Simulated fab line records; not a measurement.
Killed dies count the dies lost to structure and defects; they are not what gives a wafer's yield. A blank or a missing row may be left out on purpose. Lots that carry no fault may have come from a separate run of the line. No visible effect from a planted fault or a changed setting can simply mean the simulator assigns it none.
Which tool is to blame?	flow sky130	18 wafers sampled from 6 lots at 1 step of a route of 708

== WHAT THE GAUGES SHOWED, per wafer ==
SKY_POLY_GATE_THK_MEAS_01.
lot	measured	on	POLY_GATE_CVD_00_THK (nm)
L924	day 15 19:42	film-metro-04	182.8 182.1 183.9
L926	day 16 01:23	film-metro-04	178.1 178.4 178.4
L928	day 16 18:19	film-metro-02	179.2 179.6 180.4
L934	day 18 20:40	film-metro-04	181.4 180.7 182.3
L942	day 21 18:38	film-metro-02	182.7 183.5 180.8
L944	day 22 03:40	film-metro-04	182.6 183.9 183.3

== EACH LOT AND THE TOOL THAT RAN IT (in order: tool; ch and the chambers of the sampled wafers; start) ==
The record holds no process step before these readings.

== THE ANSWER, worked out from the rows above alone ==
Rule: what is usual is taken from the lots themselves. The widest of any qualifying gaps counts: lots, ordered by their means at a reading, are off when they make up no more than a third of the lots, leave a main group of 4 or more, and stand apart from it by 3 or more times the standard deviation of that group's means. A main group whose means are all the same, to the digits that the tables above print for the reading, isn't used. Also off: a lot with no number at a reading for which 4 or more lots have one. Where the step has rows for the other lots, those lots are counted as sound.
No lot is off at any reading shown: from this, nothing can be told.

== WHAT THE SIMULATOR PUT IN ==
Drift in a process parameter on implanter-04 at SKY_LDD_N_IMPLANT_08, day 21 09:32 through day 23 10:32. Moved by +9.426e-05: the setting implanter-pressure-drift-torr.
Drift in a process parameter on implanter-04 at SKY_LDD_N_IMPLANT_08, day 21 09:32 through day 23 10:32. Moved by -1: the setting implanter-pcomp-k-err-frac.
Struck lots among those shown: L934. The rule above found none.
